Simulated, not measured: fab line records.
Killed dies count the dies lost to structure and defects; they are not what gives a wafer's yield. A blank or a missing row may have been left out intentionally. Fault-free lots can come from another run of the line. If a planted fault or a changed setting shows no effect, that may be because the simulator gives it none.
fab line records    flow sky130
record: lots: 6  wafers: 18  last-day: 49
route steps=708 shown PWDE@52 NWELL@56 PAD_OPEN@708
lots untouched by any fault: they come from a run of this same line in which no faults occurred
start-h: start of the lot's first displayed wafer, in hours after the record's first day    wait-h: hours since the lot's step before    " unchanged from the row above    L1.1+2: a single row standing in for several wafers    - no value, or no start given    * or withheld: withheld    < > ~ a bound
route shown NAME@n: NAME is a module with steps in the file, n the number in the route of the first one    usual: mean/standard deviation taken from wafers without a fault    same: alike in all rows    chamber/n: place in a boat    sites: each site's reading    _std_site: the values' standard deviation    _edge_site: inner sites' mean taken away from outer sites' mean    radius-mm: how far each site lies from the wafer's centre    mask NAME#n: copy n    behind: the last tool/chamber to shape the wafer    hold: cause of the lot's hold/its duration in hours/its outcome    device: the n, p or np transistor that did not switch    end of line: the route-end tests of the same wafers    a step given without rows: its recipe and nothing more    killed: dies that structure and defects cost at the first sort, which is not the same as the wafer's yield    map: shows each die of a wafer: x if killed, . if not, _ if none is there
set.NAME: the setting that was run; set.NAME@STEP: the one run at that earlier step    model.NAME: the simulator's own value behind a step, which no gauge read
a table for each step, a row for each wafer; lots at some steps of the route
services: a tool's chamber out of use, with start hour (start-h, from the record's first day; less than 0 if before it), hours out, and reason
== steps ==
step: SKY_PWDE_OVL_MEAS_07
usual: PWDE_OVL: 1.5/1.6
lot.wafer  tool        chamber  start-h  wait-h  PWDE_OVL[nm]
L428.1     overlay-02  -        75.69    -       3.0
L428.2     "           -        "        "       3.1
L428.4     "           -        "        "       4.1
L432.1     overlay-02  -        99.84    -       0.6
L432.4     "           -        "        "       1.8
L432.6     "           -        "        "       2.8
L436.3     overlay-01  -        116.15   -       1.7
L436.5     "           -        "        "       -0.1
L436.6     "           -        "        "       1.0
L437.1     overlay-01  -        122.44   -       -1.1
L437.3     "           -        "        "       1.3
L437.6     "           -        "        "       1.8
L438.1     overlay-01  -        128.12   -       0.3
L438.3     "           -        "        "       1.0
L438.6     "           -        "        "       1.0
L448.1     overlay-02  -        188.44   -       4.5
L448.2     "           -        "        "       4.3
L448.4     "           -        "        "       2.0
step: SKY_PWDE_IMPLANT_08
recipe: species: B  energy-kev: 150  dose-cm2: 3.6e+12  tilt-deg: withheld
step: SKY_PWDE_STRIP_09
recipe: chemistry: O2/N2  power-w: 1400  pressure-mtorr: 1500  platen-temp-c: withheld  o2-flow-sccm: 3000  n2-flow-sccm: 300  overash-fraction: 0.5
usual: drypump-motor-current-A: 5.6/0.41  oes-product-au: 0.722/0.0042  strip-time-to-endpoint-s: 36.95/0.099
lot.wafer  tool             chamber  start-h  wait-h  drypump-motor-current-A  oes-product-au  rf-hours-counter-h  strip-time-to-endpoint-s
L428.1     plasma-asher-04  1        75.88    0.1     5.8                      0.724           39                  36.83
L428.2     "                0        "        "       5.6                      0.716           39                  36.88
L428.4     "                0        "        "       5.6                      0.718           -                   36.87
L432.1     plasma-asher-04  0        100.03   0.1     5.6                      0.729           42                  36.82
L432.4     "                0        "        "       5.5                      0.719           -                   36.99
L432.6     "                1        "        "       5.8                      0.729           -                   36.86
L436.3     plasma-asher-01  1        116.36   0.1     5.8                      0.725           -                   37.01
L436.5     "                1        "        "       5.8                      0.731           -                   37.11
L436.6     "                0        "        "       5.2                      0.725           -                   37.11
L437.1     plasma-asher-01  0        122.63   0.1     5.2                      0.715           32                  36.91
L437.3     "                1        "        "       5.8                      0.723           -                   36.83
L437.6     "                1        "        "       5.8                      0.726           -                   36.77
L438.1     plasma-asher-03  1        128.30   0.1     4.9                      0.722           46                  36.65
L438.3     "                0        "        "       6.3                      0.723           -                   36.75
L438.6     "                0        "        "       6.2                      0.720           -                   36.84
L448.1     plasma-asher-03  1        188.63   0.1     4.9                      0.720           52                  37.05
L448.2     "                0        "        "       6.2                      0.714           52                  37.07
L448.4     "                0        "        "       6.3                      0.724           -                   37.03
step: SKY_PWDE_TW_MEAS_10
usual: PWDE_TW: 373.1/1.8
lot.wafer  tool           chamber  start-h  wait-h  PWDE_TW
L428.1     film-metro-01  -        75.98    0.1     372.0
L428.2     "              -        "        "       371.5
L428.4     "              -        "        "       371.8
L432.1     film-metro-01  -        100.13   0.1     373.8
L432.4     "              -        "        "       373.2
L432.6     "              -        "        "       373.1
L436.3     film-metro-01  -        116.45   0.1     375.0
L436.5     "              -        "        "       373.5
L436.6     "              -        "        "       374.7
L437.1     film-metro-02  -        122.73   0.1     374.5
L437.3     "              -        "        "       375.9
L437.6     "              -        "        "       374.3
L438.1     film-metro-03  -        128.40   0.1     373.1
L438.3     "              -        "        "       374.7
L438.6     "              -        "        "       375.6
L448.1     film-metro-03  -        188.73   0.1     372.6
L448.2     "              -        "        "       374.0
L448.4     "              -        "        "       371.2
step: SKY_NWELL_DEHYDRATE_03
recipe: temp-c: 200  time-s: 60
step: SKY_NWELL_HMDS_04
recipe: prime-time-s: 60  prime-temp-c: 120
step: SKY_NWELL_COAT_05
recipe: spin-rpm: 2000  resist-thk-nm: 3000
step: SKY_NWELL_SOFTBAKE_06
recipe: temp-c: 110  time-s: withheld
step: SKY_NWELL_EXPOSE_07
recipe: mask-id: NWM  na: 0.6  source-shape: conventional  sigma-outer: 0.6  polarization: unpolarized  target-cd-nm: 840  dose-mj: 255
step: SKY_NWELL_PEB_08
recipe: temp-c: 115  time-s: withheld
step: SKY_NWELL_DEVELOP_09
recipe: wall-angle-deg: 90  developer: TMAH  develop-time-s: 60  dev-temp-c: 23
step: SKY_NWELL_OVL_MEAS_10
usual: NWELL_00_OVL: -0.4/1.2
lot.wafer  tool        chamber  start-h  wait-h  NWELL_00_OVL[nm]
L428.1     overlay-01  -        92.56    -       -0.5
L428.2     "           -        "        "       -0.7
L428.4     "           -        "        "       0.1
L432.1     overlay-01  -        117.09   -       -1.9
L432.4     "           -        "        "       0.0
L432.6     "           -        "        "       -2.3
L436.3     overlay-01  -        134.12   -       1.4
L436.5     "           -        "        "       -0.9
L436.6     "           -        "        "       0.1
L437.1     overlay-02  -        140.81   -       0.3
L437.3     "           -        "        "       0.0
L437.6     "           -        "        "       -0.5
L438.1     overlay-01  -        146.78   -       0.1
L438.3     "           -        "        "       -1.1
L438.6     "           -        "        "       -2.4
L448.1     overlay-01  -        209.79   -       -2.5
L448.2     "           -        "        "       -3.7
L448.4     "           -        "        "       -2.8
step: SKY_NWELL_IMPLANT_11
recipe: species: P  energy-kev: 400  dose-cm2: 1.9e+13  tilt-deg: withheld
usual: beam-energy-keV: 400.02/0.13  end-station-pressure-torr: 5.08e-06/2.8e-07
lot.wafer  tool          chamber  start-h  wait-h  beam-energy-keV  end-station-pressure-torr  model.implant.rp-nm  model.implant.drp-nm
L428.1     implanter-03  0        92.59    0.0     400.12           5.42e-06                   501.9                116.9
L428.2     "             0        "        "       400.09           4.93e-06                   501.9                116.9
L428.4     "             0        "        "       400.34           4.96e-06                   501.9                116.9
L432.1     implanter-04  0        117.13   0.0     399.92           4.78e-06                   500.2                116.9
L432.4     "             0        "        "       399.72           5.44e-06                   500.2                116.9
L432.6     "             0        "        "       400.16           4.78e-06                   500.2                116.9
L436.3     implanter-04  0        134.19   0.1     379.74           4.94e-06                   479.7                113.6
L436.5     "             0        "        "       379.58           4.62e-06                   479.7                113.6
L436.6     "             0        "        "       379.60           5.27e-06                   479.7                113.6
L437.1     implanter-03  0        140.84   0.0     400.14           5.17e-06                   504                  116.9
L437.3     "             0        "        "       400.11           4.61e-06                   504                  116.9
L437.6     "             0        "        "       400.15           5.33e-06                   504                  116.9
L438.1     implanter-04  0        146.81   0.0     379.59           5.08e-06                   482.8                113.6
L438.3     "             0        "        "       379.52           5.66e-06                   482.8                113.6
L438.6     "             0        "        "       379.68           5.41e-06                   482.8                113.6
L448.1     implanter-03  0        209.83   0.0     400.07           5.12e-06                   507.3                116.9
L448.2     "             0        "        "       400.07           5.56e-06                   507.3                116.9
L448.4     "             0        "        "       400.23           4.81e-06                   507.3                116.9
step: SKY_NWELL_IMPLANT_12
recipe: species: P  energy-kev: 120  dose-cm2: 1.3e+12  tilt-deg: withheld
step: SKY_NWELL_IMPLANT_13
recipe: species: P  energy-kev: 50  dose-cm2: 7e+11  tilt-deg: withheld
step: SKY_NWELL_STRIP_14
recipe: chemistry: O2/N2  power-w: 1400  pressure-mtorr: 1500  platen-temp-c: withheld  o2-flow-sccm: 3000  n2-flow-sccm: 300  overash-fraction: 0.5
usual: drypump-motor-current-A: 5.6/0.65  oes-product-au: 0.722/0.0048  strip-time-to-endpoint-s: 36.91/0.096
lot.wafer  tool             chamber  start-h  wait-h  drypump-motor-current-A  oes-product-au  rf-hours-counter-h  strip-time-to-endpoint-s
L428.1     plasma-asher-03  0        93.04    0.1     6.2                      0.724           42                  36.88
L428.2     "                1        "        "       4.9                      0.727           42                  36.98
L428.4     "                0        "        "       6.3                      0.722           -                   36.89
L432.1     plasma-asher-03  0        117.60   0.2     6.3                      0.725           45                  36.91
L432.4     "                1        "        "       4.9                      0.720           -                   36.73
L432.6     "                1        "        "       4.9                      0.728           -                   36.91
L436.3     plasma-asher-03  1        134.62   0.1     4.9                      0.723           -                   36.99
L436.5     "                0        "        "       6.2                      0.720           -                   37.04
L436.6     "                1        "        "       4.9                      0.720           -                   37.04
L437.1     plasma-asher-03  0        141.29   0.1     6.3                      0.720           47                  37.01
L437.3     "                0        "        "       6.3                      0.730           -                   36.96
L437.6     "                0        "        "       6.3                      0.722           -                   36.86
L438.1     plasma-asher-02  0        147.26   0.1     6.4                      0.727           44                  36.97
L438.3     "                0        "        "       6.4                      0.726           -                   36.98
L438.6     "                1        "        "       4.8                      0.725           -                   36.95
L448.1     plasma-asher-02  0        210.28   0.1     6.4                      0.732           49                  36.91
L448.2     "                1        "        "       4.9                      0.720           49                  37.07
L448.4     "                0        "        "       6.4                      0.726           -                   36.81
step: SKY_NWELL_TW_MEAS_15
usual: NWELL_TW: 1816/9.1
lot.wafer  tool           chamber  start-h  wait-h  NWELL_TW
L428.1     film-metro-01  -        93.14    0.1     1817
L428.2     "              -        "        "       1815
L428.4     "              -        "        "       1812
L432.1     film-metro-01  -        117.70   0.1     1823
L432.4     "              -        "        "       1828
L432.6     "              -        "        "       1825
L436.3     film-metro-01  -        134.71   0.1     1791
L436.5     "              -        "        "       1791
L436.6     "              -        "        "       1798
L437.1     film-metro-02  -        141.39   0.1     1821
L437.3     "              -        "        "       1825
L437.6     "              -        "        "       1825
L438.1     film-metro-02  -        147.36   0.1     1819
L438.3     "              -        "        "       1820
L438.6     "              -        "        "       1830
L448.1     film-metro-03  -        210.38   0.1     1812
L448.2     "              -        "        "       1805
L448.4     "              -        "        "       1798
step: SKY_NWELL_DEHYDRATE_16
recipe: temp-c: 200  time-s: 60
step: SKY_NWELL_HMDS_17
recipe: prime-time-s: 60  prime-temp-c: 120
step: SKY_NWELL_COAT_18
recipe: spin-rpm: 2000  resist-thk-nm: 3000
step: SKY_NWELL_SOFTBAKE_19
recipe: temp-c: 110  time-s: withheld
step: SKY_NWELL_EXPOSE_20
recipe: mask-id: NWM_COMPLEMENT  na: 0.6  source-shape: conventional  sigma-outer: 0.6  polarization: unpolarized  target-cd-nm: 840  dose-mj: 260
step: SKY_NWELL_PEB_21
recipe: temp-c: 115  time-s: withheld
step: SKY_NWELL_DEVELOP_22
recipe: wall-angle-deg: 90  developer: TMAH  develop-time-s: 60  dev-temp-c: 23
step: SKY_NWELL_OVL_MEAS_23
usual: NWELL_01_OVL: -0.6/1.3
lot.wafer  tool        chamber  start-h  wait-h  NWELL_01_OVL[nm]
L428.1     overlay-01  -        110.46   -       -1.4
L428.2     "           -        "        "       -2.5
L428.4     "           -        "        "       -1.1
L432.1     overlay-02  -        135.41   -       2.8
L432.4     "           -        "        "       1.2
L432.6     "           -        "        "       0.5
L436.3     overlay-01  -        154.05   -       -1.4
L436.5     "           -        "        "       -2.5
L436.6     "           -        "        "       -0.5
L437.1     overlay-02  -        161.18   -       2.2
L437.3     "           -        "        "       1.5
L437.6     "           -        "        "       0.6
L438.1     overlay-01  -        167.01   -       -1.2
L438.3     "           -        "        "       0.2
L438.6     "           -        "        "       2.0
L448.1     overlay-01  -        231.04   -       -3.2
L448.2     "           -        "        "       -2.0
L448.4     "           -        "        "       -1.9
step: SKY_NWELL_IMPLANT_24
recipe: species: B  energy-kev: 140  dose-cm2: 9.2e+12  tilt-deg: withheld
step: SKY_NWELL_STRIP_25
recipe: chemistry: O2/N2  power-w: 1400  pressure-mtorr: 1500  platen-temp-c: withheld  o2-flow-sccm: 3000  n2-flow-sccm: 300  overash-fraction: 0.5
usual: drypump-motor-current-A: 5.6/0.64  oes-product-au: 0.723/0.0048  strip-time-to-endpoint-s: 36.92/0.12
lot.wafer  tool             chamber  start-h  wait-h  drypump-motor-current-A  oes-product-au  rf-hours-counter-h  strip-time-to-endpoint-s
L428.1     plasma-asher-02  1        110.64   0.1     4.9                      0.723           41                  36.78
L428.2     "                0        "        "       6.4                      0.720           41                  36.79
L428.4     "                1        "        "       4.9                      0.726           -                   36.89
L432.1     plasma-asher-03  0        135.59   0.1     6.3                      0.719           46                  36.95
L432.4     "                0        "        "       6.3                      0.718           -                   36.94
L432.6     "                1        "        "       4.9                      0.718           -                   36.89
L436.3     plasma-asher-03  0        154.26   0.1     6.2                      0.719           -                   37.02
L436.5     "                1        "        "       4.9                      0.719           -                   37.07
L436.6     "                0        "        "       6.2                      0.721           -                   37.09
L437.1     plasma-asher-03  1        161.36   0.1     4.9                      0.730           49                  36.87
L437.3     "                0        "        "       6.2                      0.717           -                   36.83
L437.6     "                1        "        "       4.9                      0.718           -                   36.89
L438.1     plasma-asher-03  1        167.19   0.1     4.9                      0.721           50                  36.76
L438.3     "                0        "        "       6.2                      0.720           -                   36.84
L438.6     "                0        "        "       6.2                      0.721           -                   36.89
L448.1     plasma-asher-02  0        231.23   0.1     6.4                      0.718           51                  36.84
L448.2     "                1        "        "       4.8                      0.726           51                  36.89
L448.4     "                0        "        "       6.4                      0.717           -                   36.93
step: SKY_NWELL_TW_MEAS_26
usual: NWELL_2_TW: 497.1/2.6
lot.wafer  tool           chamber  start-h  wait-h  NWELL_2_TW
L428.1     film-metro-03  -        110.74   0.1     493.1
L428.2     "              -        "        "       494.3
L428.4     "              -        "        "       495.6
L432.1     film-metro-03  -        135.69   0.1     498.6
L432.4     "              -        "        "       495.7
L432.6     "              -        "        "       497.7
L436.3     film-metro-02  -        154.35   0.1     496.6
L436.5     "              -        "        "       499.3
L436.6     "              -        "        "       498.5
L437.1     film-metro-03  -        161.46   0.1     492.8
L437.3     "              -        "        "       491.5
L437.6     "              -        "        "       495.5
L438.1     film-metro-01  -        167.29   0.1     496.6
L438.3     "              -        "        "       494.7
L438.6     "              -        "        "       494.1
L448.1     film-metro-01  -        231.33   0.1     497.1
L448.2     "              -        "        "       496.3
L448.4     "              -        "        "       494.3
step: SKY_NWELL_CLEAN_27
recipe: chemistry: SC1/SC2  mix: 1:4:20  temp-c: 70  time-s: 150  dry: n2-spin
step: SKY_NWELL_RTA_28
recipe: temp-c: 1050  time-s: 30  idle-temp-c: 650  ramp-up-c-per-s: 150  ramp-down-c-per-s: 90  ambient: N2
usual: lamp-power-pct: 25.31/0.051  wafer_temp_C_max: 1054.9/1
same: time-s: 30
lot.wafer  tool           chamber  start-h  wait-h  lamp-power-pct  wafer_temp_C_max
L428.1     rtp-anneal-01  0        110.85   0.0     25.30           1053.2
L428.2     "              0        "        "       25.48           1055.1
L428.4     "              0        "        "       25.27           1053.6
L432.1     rtp-anneal-02  0        135.80   0.0     25.30           1055.2
L432.4     "              0        "        "       25.34           1056.0
L432.6     "              0        "        "       25.29           1055.8
L436.3     rtp-anneal-02  0        154.47   0.0     25.29           1058.3
L436.5     "              0        "        "       25.30           1053.7
L436.6     "              0        "        "       25.31           1054.2
L437.1     rtp-anneal-02  0        161.58   0.0     25.32           1056.9
L437.3     "              0        "        "       25.32           1055.6
L437.6     "              0        "        "       25.32           1056.6
L438.1     rtp-anneal-01  0        167.41   0.0     25.33           1057.2
L438.3     "              0        "        "       25.29           1053.5
L438.6     "              0        "        "       25.40           1053.5
L448.1     rtp-anneal-02  0        231.44   0.0     25.34           1054.6
L448.2     "              0        "        "       25.26           1055.0
L448.4     "              0        "        "       25.20           1053.6
step: SKY_NWELL_RS_MEAS_29
recipe: thk-meas-gauge: four-point-probe
usual: NWELL_RS: 625.1/1.7
lot.wafer  tool           chamber  start-h  wait-h  NWELL_RS[ohm/sq]
L428.1     film-metro-03  -        110.95   0.1     624.5
L428.2     "              -        "        "       623.0
L428.4     "              -        "        "       622.6
L432.1     film-metro-02  -        135.90   0.1     623.2
L432.4     "              -        "        "       623.6
L432.6     "              -        "        "       622.8
L436.3     film-metro-01  -        154.58   0.1     636.6
L436.5     "              -        "        "       635.1
L436.6     "              -        "        "       635.4
L437.1     film-metro-01  -        161.68   0.1     623.0
L437.3     "              -        "        "       625.4
L437.6     "              -        "        "       623.7
L438.1     film-metro-03  -        167.51   0.1     632.8
L438.3     "              -        "        "       633.4
L438.6     "              -        "        "       631.4
L448.1     film-metro-01  -        231.54   0.1     626.1
L448.2     "              -        "        "       625.2
L448.4     "              -        "        "       626.4
step: SKY_PAD_OPEN_PROBE_99
usual: killed_at_M0_to_M3: 43/6.8  killed_at_M4_up: 3.2/1.8  killed-at-contacts: 24/5.2  killed-at-front-end: 15/4.2  killed-at-other: 0.4/0.62  killed-dies: 85/8.7  killed-open: 46/6.7  killed-short: 39/5.9
same: gross-dies: 492  killed-at-back-side: 0
lot.wafer  tool       chamber  start-h  wait-h  killed_at_M0_to_M3  killed_at_M4_up  killed-at-contacts  killed-at-front-end  killed-at-other  killed-dies  killed-open  killed-short  model.etest.nfet_16v.r-on-ohm-um  model.etest.res-nwell.line-ohm-um  model.etest.res-nwell.rs-ohm-sq  model.etest.tip_p_5v.rs-ohm-sq  model.etest.field-p.vt-v  model.etest.iso-nwell-nwell.leak-log10-a-um  model.etest.pfet-g5v0d10v5.off-log10-a-um  model.etest.pfet_01v8_lvt.off-log10-a-um
L428.1     prober-02  -        1078.96  0.1     58                  4                20                  7                    0                89           52           37            1.416e+04                         1091                               927.5                            2863                            -40.47                    -13.21                                       -12.48                                     -8.765
L428.2     prober-02  -        1079.01  0.1     38                  0                30                  12                   0                80           37           43            1.395e+04                         1101                               917.3                            2856                            -40.22                    -13.49                                       -12.09                                     -8.587
L428.4     prober-02  -        1079.11  0.2     30                  1                25                  17                   0                73           38           35            1.419e+04                         1105                               937                              2849                            -41.57                    -13.45                                       -12.39                                     -8.653
L432.1     prober-02  -        1102.41  0.1     33                  3                25                  21                   0                82           48           34            1.398e+04                         1124                               932.2                            2836                            -40.88                    -13.64                                       -12.28                                     -8.657
L432.4     prober-02  -        1102.56  0.2     42                  2                18                  18                   0                80           43           35            1.394e+04                         1122                               943.6                            2865                            -41.33                    -13.57                                       -12.26                                     -8.574
L432.6     prober-02  -        1102.66  0.2     45                  3                23                  14                   1                86           41           45            1.407e+04                         1118                               923.7                            2857                            -40.32                    -13.57                                       -12.43                                     -8.818
L436.3     prober-01  -        1124.96  0.2     33                  2                24                  10                   0                69           35           34            1.39e+04                          1223                               1022                             2873                            -43.07                    -13.84                                       -12.73                                     -9.005
L436.5     prober-01  -        1125.06  0.2     34                  5                23                  16                   0                78           46           32            1.405e+04                         1224                               1035                             2879                            -43.56                    -13.86                                       -12.92                                     -9.195
L436.6     prober-01  -        1125.11  0.2     45                  5                28                  4                    0                82           53           29            1.385e+04                         1205                               1030                             2874                            -43.04                    -13.89                                       -12.85                                     -8.908
L438.1     prober-01  -        1136.56  0.1     48                  5                26                  16                   0                95           46           48            1.403e+04                         1184                               1014                             2858                            -43.53                    -13.78                                       -12.69                                     -8.885
L438.3     prober-01  -        1136.66  0.2     35                  6                24                  17                   0                82           45           36            1.395e+04                         1176                               986.2                            2899                            -42.14                    -13.92                                       -12.74                                     -8.87
L438.6     prober-01  -        1136.81  0.2     43                  2                30                  9                    0                84           50           33            1.397e+04                         1180                               1002                             2861                            -43.25                    -14                                          -12.95                                     -8.799
L437.1     prober-02  -        1139.61  0.1     33                  9                30                  14                   0                86           51           34            1.433e+04                         1089                               907.7                            2865                            -40.46                    -13.44                                       -12.26                                     -8.783
L437.3     prober-02  -        1139.71  0.2     39                  5                29                  18                   1                92           53           37            1.43e+04                          1092                               920.2                            2857                            -40.53                    -13.23                                       -12.41                                     -8.914
L437.6     prober-02  -        1139.86  0.2     51                  2                23                  15                   0                91           57           34            1.431e+04                         1099                               939.1                            2871                            -41.8                     -13.44                                       -12.51                                     -8.93
L448.1     prober-01  -        1187.36  0.1     35                  3                21                  17                   0                76           44           32            1.419e+04                         1068                               892                              2862                            -38.61                    -13.29                                       -12.59                                     -8.787
L448.2     prober-01  -        1187.41  0.1     46                  4                23                  9                    0                82           45           37            1.4e+04                           1070                               894.5                            2848                            -39.1                     -13.36                                       -12.56                                     -9.033
L448.4     prober-01  -        1187.51  0.2     56                  3                23                  14                   0                96           46           49            1.408e+04                         1077                               895                              2858                            -39.14                    -13.17                                       -12.76                                     -8.931
killed by level:class
L428.1 VIA1:geometric-particle:open=13 CONTACT:geometric-particle:open=8 METAL2:geometric-particle:short=8 VIA3:geometric-particle:open=8 VIA1:geometric-particle:short=7 VIA2:geometric-particle:open=6 VIA3:geometric-particle:short=5 LI_CONTACT:geometric-particle:open=4
L428.2 CONTACT:geometric-particle:open=10 CONTACT:geometric-particle:short=9 VIA1:geometric-particle:open=9 VIA1:geometric-particle:short=7 METAL2:geometric-particle:short=5 LOCAL_INTERCONNECT:geometric-particle:short=4 POLY_GATE:geometric-particle:open=4 VIA2:geometric-particle:short=4
L428.4 CONTACT:geometric-particle:open=11 VIA1:geometric-particle:open=7 FIELD_ISO:geometric-particle:open=6 LI_CONTACT:geometric-particle:open=6 VIA1:geometric-particle:short=5 METAL1:geometric-particle:short=4 VIA3:geometric-particle:open=4 FIELD_ISO:geometric-particle:short=3
L432.1 VIA1:geometric-particle:open=10 POLY_GATE:geometric-particle:open=8 CONTACT:geometric-particle:open=8 LI_CONTACT:geometric-particle:open=6 VIA3:geometric-particle:open=6 FIELD_ISO:geometric-particle:short=5 METAL2:geometric-particle:short=5 METAL1:geometric-particle:short=4
L432.4 VIA1:geometric-particle:open=10 METAL1:geometric-particle:short=9 POLY_GATE:geometric-particle:short=7 LI_CONTACT:geometric-particle:open=7 POLY_GATE:geometric-particle:open=6 CONTACT:geometric-particle:open=6 VIA2:geometric-particle:open=5 VIA3:geometric-particle:open=5
L432.6 CONTACT:geometric-particle:open=8 METAL2:geometric-particle:short=8 METAL1:geometric-particle:short=7 LI_CONTACT:geometric-particle:open=7 VIA1:geometric-particle:open=6 VIA1:geometric-particle:short=6 FIELD_ISO:geometric-particle:short=5 VIA2:geometric-particle:open=5
L436.3 LOCAL_INTERCONNECT:geometric-particle:short=8 VIA1:geometric-particle:open=6 LI_CONTACT:geometric-particle:open=6 METAL1:geometric-particle:short=6 VIA3:geometric-particle:open=6 CONTACT:geometric-particle:open=5 METAL2:geometric-particle:short=4 FIELD_ISO:geometric-particle:short=3
L436.5 LI_CONTACT:geometric-particle:open=9 FIELD_ISO:geometric-particle:open=7 VIA1:geometric-particle:open=7 VIA2:geometric-particle:open=7 CONTACT:geometric-particle:open=4 METAL1:geometric-particle:short=4 VIA1:geometric-particle:short=4 CONTACT:geometric-particle:short=3
L436.6 VIA1:geometric-particle:open=17 CONTACT:geometric-particle:open=14 METAL1:geometric-particle:short=8 VIA2:geometric-particle:open=7 LI_CONTACT:geometric-particle:open=5 LOCAL_INTERCONNECT:geometric-particle:short=4 VIA1:geometric-particle:short=4 METAL4:geometric-particle:short=4
L438.1 LI_CONTACT:geometric-particle:open=9 CONTACT:geometric-particle:open=9 VIA1:geometric-particle:open=8 VIA3:geometric-particle:short=8 METAL2:geometric-particle:short=6 METAL1:geometric-particle:short=5 VIA1:geometric-particle:short=5 FIELD_ISO:geometric-particle:short=4
L438.3 CONTACT:geometric-particle:open=10 VIA2:geometric-particle:open=9 METAL1:geometric-particle:short=6 VIA1:geometric-particle:open=6 VIA3:geometric-particle:open=5 FIELD_ISO:geometric-particle:open=4 POLY_GATE:geometric-particle:open=4 LI_CONTACT:geometric-particle:open=4
L438.6 VIA1:geometric-particle:open=13 LI_CONTACT:geometric-particle:open=9 CONTACT:geometric-particle:open=8 LOCAL_INTERCONNECT:geometric-particle:short=6 CONTACT:geometric-particle:short=6 METAL1:geometric-particle:short=6 VIA3:geometric-particle:open=6 VIA2:geometric-particle:open=5
L437.1 CONTACT:geometric-particle:open=14 VIA1:geometric-particle:open=11 CONTACT:geometric-particle:short=6 VIA1:geometric-particle:short=5 METAL4:geometric-particle:short=5 FIELD_ISO:geometric-particle:open=4 POLY_GATE:geometric-particle:open=4 LI_CONTACT:geometric-particle:open=4
L437.3 CONTACT:geometric-particle:open=13 VIA1:geometric-particle:open=8 VIA2:geometric-particle:open=8 VIA3:geometric-particle:open=7 LOCAL_INTERCONNECT:geometric-particle:short=5 POLY_GATE:geometric-particle:open=4 POLY_GATE:geometric-particle:short=4 LI_CONTACT:geometric-particle:open=4
L437.6 VIA3:geometric-particle:open=10 CONTACT:geometric-particle:open=9 VIA1:geometric-particle:open=9 LI_CONTACT:geometric-particle:open=7 FIELD_ISO:geometric-particle:open=6 METAL1:geometric-particle:short=6 VIA1:geometric-particle:short=6 VIA2:geometric-particle:open=6
L448.1 LI_CONTACT:geometric-particle:open=7 VIA1:geometric-particle:open=7 CONTACT:geometric-particle:open=6 FIELD_ISO:geometric-particle:short=5 POLY_GATE:geometric-particle:open=4 METAL1:geometric-particle:short=4 METAL2:geometric-particle:short=4 VIA2:geometric-particle:short=4
L448.2 VIA3:geometric-particle:open=12 VIA1:geometric-particle:open=10 METAL2:geometric-particle:short=7 LOCAL_INTERCONNECT:geometric-particle:short=6 FIELD_ISO:geometric-particle:short=5 LI_CONTACT:geometric-particle:open=5 CONTACT:geometric-particle:open=5 VIA1:geometric-particle:short=5
L448.4 VIA1:geometric-particle:open=11 VIA1:geometric-particle:short=8 LI_CONTACT:geometric-particle:open=7 VIA3:geometric-particle:short=7 CONTACT:geometric-particle:open=6 VIA2:geometric-particle:open=6 METAL2:geometric-particle:short=6 VIA3:geometric-particle:open=6
== services ==
tool             chamber  start-h  hours  kind
implanter-04     -        82.60    0.7    repair
rtp-anneal-02    -        87.70    5.2    pm
plasma-asher-04  -        108.75   9.0    pm
plasma-asher-04  0        108.75   9.0    vent-cycle
plasma-asher-04  1        108.75   9.0    vent-cycle
plasma-asher-04  0        117.75   -      clean
plasma-asher-04  1        117.75   -      clean
implanter-04     -        136.49   4.0    repair
plasma-asher-04  -        141.71   4.5    repair
implanter-04     -        147.27   163.1  pm
plasma-asher-02  -        155.94   14.6   pm
plasma-asher-03  -        170.99   1.3    repair
implanter-03     -        189.38   0.7    repair
plasma-asher-04  -        195.30   4.3    repair
rtp-anneal-01    -        220.73   3.5    pm
== key ==
first-sign: step: SKY_NWELL_IMPLANT_11  reading: beam-energy-keV  direction: down  sigmas: 99+  usual: *  struck: *
effect: step: SKY_NWELL_RS_MEAS_29  reading: NWELL_RS  direction: up  sigmas: 5.2  usual: 625.1  struck: 634.1
model-effect: step: SKY_NWELL_IMPLANT_11  value: implant.rp-nm  without: 504.4  struck: 481.2
model-effect: step: SKY_PAD_OPEN_PROBE_99  value: etest.nfet_16v.r-on-ohm-um  without: 1.425e+04  struck: 1.396e+04
met-at SKY_NWELL_IMPLANT_11
struck-wafers L436.3,L436.5,L436.6,L438.1,L438.3,L438.6
tester-left-out L436,L438
onset-between 117.13 134.19
fault: kind: process-parameter-drift  tool: implanter-04  chamber: -  onset-h: 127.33  steps: SKY_NWELL_IMPLANT_11  channel: energy-kev  offset: *  shape: step  end-h: 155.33  acts-in: *  stated: *
tester-left-out: of these lots the tester's yield and bins aren't shown, on N5 and GAA mostly nor the transistor test; their killed dies are dies lost to structure and defects alone, not to doping, threshold or leakage, so they don't give the yield
